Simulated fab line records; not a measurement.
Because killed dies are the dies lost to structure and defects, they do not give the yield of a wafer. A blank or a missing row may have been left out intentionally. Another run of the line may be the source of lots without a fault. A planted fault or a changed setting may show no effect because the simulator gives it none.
Split-lot trial + flow sky130 + 23 wafers read from 5 lots, route of 708 steps

== ON THE SPLIT ==
At SKY_SONOS_ONO_OXIDATION_00 (stabilise 600 s, purge 300 s, target thk 2.6 nm), the setting oxTimeS was moved away from the recipe's 1249 s on 15 of the 23 wafers read, by -6.5% to +10.0%. The other wafers ran this setting at the recipe's value.

Reading taken at the split's own step.

== THE READING ==
SiO2_of_SONOS_ONO_OXIDATION_00.thkNm (the simulator's own value, which no gauge read), in nm, at SKY_SONOS_ONO_OXIDATION_00 (stabilise 600 s, purge 300 s, target thk 2.6 nm). No usual value for it is given in the file. Here, 8 wafers ran the recipe; their average is 2.631 nm with a standard deviation of 0.035 nm.

| wafer  | tool, chamber at the split | oxTimeS as run, s | against the recipe | SiO2_of_SONOS_ONO_OXIDATION_00.thkNm, nm | against lot-mates on the recipe |
|--------|----------------------------|-------------------|--------------------|------------------------------------------|---------------------------------|
| L074.1 | -, -                       | 1168              | -6.5%              | 2.522                                    | no lot-mate on the recipe       |
| L074.2 | -, -                       | 1168              | -6.5%              | 2.504                                    | no lot-mate on the recipe       |
| L074.4 | -, -                       | 1168              | -6.5%              | 2.47                                     | no lot-mate on the recipe       |
| L074.5 | -, -                       | 1168              | -6.5%              | 2.54                                     | no lot-mate on the recipe       |
| L074.6 | -, -                       | 1168              | -6.5%              | 2.516                                    | no lot-mate on the recipe       |
| L078.1 | -, -                       | 1340              | +7.3%              | 2.705                                    | no lot-mate on the recipe       |
| L078.2 | -, -                       | 1340              | +7.3%              | 2.741                                    | no lot-mate on the recipe       |
| L078.3 | -, -                       | 1340              | +7.3%              | 2.758                                    | no lot-mate on the recipe       |
| L078.5 | -, -                       | 1340              | +7.3%              | 2.74                                     | no lot-mate on the recipe       |
| L078.6 | -, -                       | 1340              | +7.3%              | 2.767                                    | no lot-mate on the recipe       |
| L079.1 | furnace-02, 0              | 1249              | recipe             | 2.693                                    | -                               |
| L079.4 | furnace-02, 0              | 1249              | recipe             | 2.634                                    | -                               |
| L079.5 | furnace-02, 0              | 1249              | recipe             | 2.672                                    | -                               |
| L080.1 | -, -                       | 1249              | recipe             | 2.583                                    | -                               |
| L080.2 | -, -                       | 1249              | recipe             | 2.641                                    | -                               |
| L080.4 | -, -                       | 1249              | recipe             | 2.616                                    | -                               |
| L080.5 | -, -                       | 1249              | recipe             | 2.591                                    | -                               |
| L080.6 | -, -                       | 1249              | recipe             | 2.614                                    | -                               |
| L082.2 | -, -                       | 1374              | +10.0%             | 2.724                                    | no lot-mate on the recipe       |
| L082.3 | -, -                       | 1374              | +10.0%             | 2.761                                    | no lot-mate on the recipe       |
| L082.4 | -, -                       | 1374              | +10.0%             | 2.762                                    | no lot-mate on the recipe       |
| L082.5 | -, -                       | 1374              | +10.0%             | 2.763                                    | no lot-mate on the recipe       |
| L082.6 | -, -                       | 1374              | +10.0%             | 2.701                                    | no lot-mate on the recipe       |

FIT RESULTS
A straight line over all 23 wafers: SiO2_of_SONOS_ONO_OXIDATION_00.thkNm changes by +0.0145 nm for each +1% of oxTimeS; r = +0.94; the points scatter about the line by 0.034 nm.
Too few moved wafers with a lot-mate on the recipe to fit a line net of each lot's own level.

== THE FILE'S OWN FIT ==
SiO2_of_SONOS_ONO_OXIDATION_00.thkNm changes by +0.0145 nm for each +1% of oxTimeS, r = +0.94.
